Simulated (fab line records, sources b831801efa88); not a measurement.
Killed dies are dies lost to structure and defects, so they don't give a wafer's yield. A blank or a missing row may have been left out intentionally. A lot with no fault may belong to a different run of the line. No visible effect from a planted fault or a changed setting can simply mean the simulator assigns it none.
Comparing a struck lot with a sound one || flow sfq_line || 42 out of 325 route steps
Sound: the wafers L742.2, L742.3, L742.6. Struck: wafer L732.6; the same lot's L732.1 was not struck, so it is left out; see the end for the cause.
Order at every step that has rows: each side's tool, ch and its chambers, its first start. Under that, the readings that differ: sound wafers || struck wafers || difference of the means || sigmas: that difference in standard deviations of wafers without a fault.
alike: readings whose means differ by less than 2 such deviations, and words and numbers that are the same on both sides. not compared: withheld readings, readings that some wafer has no value for, bounds like >300 that may hide the same value, and numbers for which the record gives no deviation and whose values overlap.
The two part at a step that has a row with sigmas, a row that says differs or no value, or rows on one side only. Non-overlapping numbers with no deviation appear without sigmas and do not part them. A reading that every wafer of one side lacks parts them only if that side has two wafers or more.

first, 6 steps without rows for these wafers: SFQ_TRILAYER_M2_LITHO_COAT_062 (resist thk 62 nm); SFQ_TRILAYER_M2_LITHO_COAT_057 (resist thk 600 nm); SFQ_TRILAYER_M2_LITHO_SOFTBAKE_061; SFQ_TRILAYER_M2_LITHO_EXPOSE_058 (exposes mask M2, target cd 500 nm); SFQ_TRILAYER_M2_LITHO_PEB_060 (peb time 60 s); SFQ_TRILAYER_M2_LITHO_DEVELOP_059 (time 60 s).
SFQ_M2_OVL_MEAS_916:
  sound on overlay-02 at day 40 11:38; struck on overlay-02 at day 39 16:26
  alike: M2_OVL
then, 2 steps without rows for these wafers: SFQ_TRILAYER_M2_BARC_OPEN_METAL_ETCH_077 (etches BARC in O2, target depth 125 nm, time 41.7 s); SFQ_TRILAYER_M2_ETCH_METAL_ETCH_060 (etches Nb in Cl2/Ar, stops on SiO2, target depth 240 nm, time 120 s).
SFQ_TRILAYER_M2_STRIP_STRIP_061: strips in O2.
  sound on rie_metal-01 ch 0,1, day 40 11:51; struck on rie_metal-02 ch 1, day 39 16:39
  alike: drypump_motor_current_A, oes_product_au, platen_temp_c
  not compared: rf_hours_counter_h
then, 2 steps without rows for these wafers: SFQ_TRILAYER_M2_STRIP_SOLV_CLEAN_062 (cleans in NMP, time 600 s); SFQ_TRILAYER_I2_DEP_PECVD_063 (deposits SiO2 from SiH4/N2O, time 111.11 s, target thk 500 nm).
SFQ_TRILAYER_I2_CMP_CMP_064: polishes SiO2.
  sound on cmp-01 ch 0,1,2, day 40 15:25; struck on cmp-02 ch 3, day 39 19:31
{"reading": "time_to_endpoint_s (s)", "sound": "206 215 222", "struck": 252, "difference": "+38", "sigmas": "+6"}
{"reading": "model.SiO2_of_TRILAYER_I2_DEP_PECVD_063.thk_nm (nm)", "sound": "199 201 200.5", "struck": 149.2, "difference": -51.0, "sigmas": ""}
  alike: motor_current_A, retaining_ring_pressure_frac
SFQ_I2_BOW_MEAS_917:
  sound on film_metro-02 at day 40 18:26; struck on film_metro-04 at day 39 20:31
  alike: I2_BOW
SFQ_TRILAYER_I2_METRO_MEASURE_065:
  sound on film_metro-02 at day 40 18:44; struck on film_metro-04 at day 39 21:38
{"reading": "thk_nm (nm)", "sound": "199.0 201.0 200.6", "struck": 149.3, "difference": -50.9, "sigmas": -51}
then, 6 steps without rows for these wafers: SFQ_TRILAYER_I2_VIA_LITHO_COAT_072 (resist thk 62 nm); SFQ_TRILAYER_I2_VIA_LITHO_COAT_067 (resist thk 650 nm); SFQ_TRILAYER_I2_VIA_LITHO_SOFTBAKE_071; SFQ_TRILAYER_I2_VIA_LITHO_EXPOSE_068 (exposes mask I2, target cd 500 nm); SFQ_TRILAYER_I2_VIA_LITHO_PEB_070 (peb time 60 s); SFQ_TRILAYER_I2_VIA_LITHO_DEVELOP_069 (time 60 s).
-- the record jumps here: 6 days lie between the struck wafers' starts before and after --
SFQ_I2_OVL_MEAS_918:
  sound on overlay-01 at day 47 00:01; struck on overlay-01 at day 46 02:11
{"reading": "I2_OVL (nm)", "sound": "10 16 12", "struck": -2, "difference": -15, "sigmas": -3}
SFQ_TRILAYER_I2_VIA_BARC_OPEN_VIA_ETCH_096: etches BARC in O2, target depth 125 nm, time 41.7 s.
  sound on rie_diel-02 ch 1,2,3, day 47 00:03; struck on rie_diel-02 ch 0, day 46 02:14
  alike: drypump_motor_current_A, oes_product_au
  not compared: rf_hours_counter_h
SFQ_TRILAYER_I2_VIA_ETCH_VIA_ETCH_070: etches SiO2 in CHF3, stops on Nb, target depth 260 nm.
  sound on rie_diel-02 ch 1,2,3, day 47 00:05; struck on rie_diel-02 ch 0, day 46 02:16
{"reading": "oes_product_au (a.u.)", "sound": "0.853 0.861 0.854", "struck": 0.738, "difference": -0.118, "sigmas": -25}
{"reading": "model.etch.depth_nm (nm)", "sound": "199 201 200.5", "struck": 149.2, "difference": -51.0, "sigmas": ""}
{"reading": "model.I2.feature_depth_nm (nm)", "sound": "199 201 200.5", "struck": 149.2, "difference": -51.0, "sigmas": ""}
  alike: drypump_motor_current_A
then, 2 steps without rows for these wafers: SFQ_TRILAYER_I2_VIA_STRIP_STRIP_071 (strips in O2); SFQ_TRILAYER_I2_VIA_STRIP_SOLV_CLEAN_072 (cleans in NMP, time 600 s).
SFQ_TRILAYER_M3_DEP_PRE_CLEAN_074: time 22.5 s.
  sound on pvd_sputter-03 at day 47 00:59; struck on pvd_sputter-06 at day 46 03:10
{"reading": "model.SiO2_of_TRILAYER_I2_DEP_PECVD_063.thk_nm (nm)", "sound": "191.5 193.5 193", "struck": 141.7, "difference": -51.0, "sigmas": ""}
SFQ_TRILAYER_M3_DEP_SPUTTER_073: material Nb, target thk 200 nm, time 133.3 s.
  sound on pvd_sputter-03 at day 47 01:01; struck on pvd_sputter-06 at day 46 03:11
  alike: resputter_cathode_voltage_v, throttle_valve_pct
SFQ_M3_RS_MEAS_919: the measuring method here is four-point-probe.
  sound on film_metro-04 at day 47 01:07; struck on film_metro-04 at day 46 03:17
  alike: M3_NB_RS
then, 6 steps without rows for these wafers: SFQ_TRILAYER_M3_LITHO_COAT_080 (resist thk 62 nm); SFQ_TRILAYER_M3_LITHO_COAT_075 (resist thk 600 nm); SFQ_TRILAYER_M3_LITHO_SOFTBAKE_079; SFQ_TRILAYER_M3_LITHO_EXPOSE_076 (exposes mask M3, target cd 500 nm); SFQ_TRILAYER_M3_LITHO_PEB_078 (peb time 60 s); SFQ_TRILAYER_M3_LITHO_DEVELOP_077 (time 60 s).
-- the record jumps here: 5 days lie between the struck wafers' starts before and after --
SFQ_M3_OVL_MEAS_921:
  sound on overlay-02 at day 52 13:36; struck on overlay-01 at day 51 08:47
  alike: M3_OVL
SFQ_TRILAYER_M3_BARC_OPEN_METAL_ETCH_100: etches BARC in O2, target depth 125 nm, time 41.7 s.
  sound on rie_metal-02 ch 0,1, day 52 13:38; struck on rie_metal-02 ch 0, day 51 08:50
  alike: drypump_motor_current_A, oes_product_au
  not compared: rf_hours_counter_h
then, 3 steps without rows for these wafers: SFQ_TRILAYER_M3_ETCH_METAL_ETCH_078 (etches Nb in Cl2/Ar, stops on SiO2, target depth 240 nm, time 120 s); SFQ_TRILAYER_M3_STRIP_STRIP_079 (strips in O2); SFQ_TRILAYER_M3_STRIP_SOLV_CLEAN_080 (cleans in NMP, time 600 s).
SFQ_TRILAYER_I3_DEP_PECVD_081: deposits SiO2 from SiH4/N2O, time 111.11 s, target thk 500 nm.
  sound on pecvd-03 ch 0,1,2, day 52 14:35; struck on pecvd-03 ch 0, day 51 09:47
  alike: heater_power_w, susceptor_temp_C, throttle_valve_pct
-- the record jumps here: 30 days lie between the struck wafers' starts before and after --
SFQ_M8_BOW_MEAS_951:
  sound on film_metro-03 at day 90 02:12; struck on film_metro-04 at day 81 13:59
{"reading": "model.etest.i2.link_ohm", "sound": "1.952 1.952 1.956", "struck": 1.911, "difference": -0.042, "sigmas": ""}
  alike: M8_BOW

== WHERE THEY PART ==
Earliest at SFQ_TRILAYER_I2_CMP_CMP_064; latest, in this record, at SFQ_TRILAYER_I2_VIA_ETCH_VIA_ETCH_070. Later steps at which nothing parts them and some readings are alike: SFQ_TRILAYER_M3_DEP_SPUTTER_073, SFQ_M3_RS_MEAS_919, SFQ_M3_OVL_MEAS_921, SFQ_TRILAYER_M3_BARC_OPEN_METAL_ETCH_100, SFQ_TRILAYER_I3_DEP_PECVD_081, SFQ_M8_BOW_MEAS_951.

WHY: what the simulator had put in
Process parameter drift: cmp-02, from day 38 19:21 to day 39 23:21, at SFQ_TRILAYER_I2_CMP_CMP_064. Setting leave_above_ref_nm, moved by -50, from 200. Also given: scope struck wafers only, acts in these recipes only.
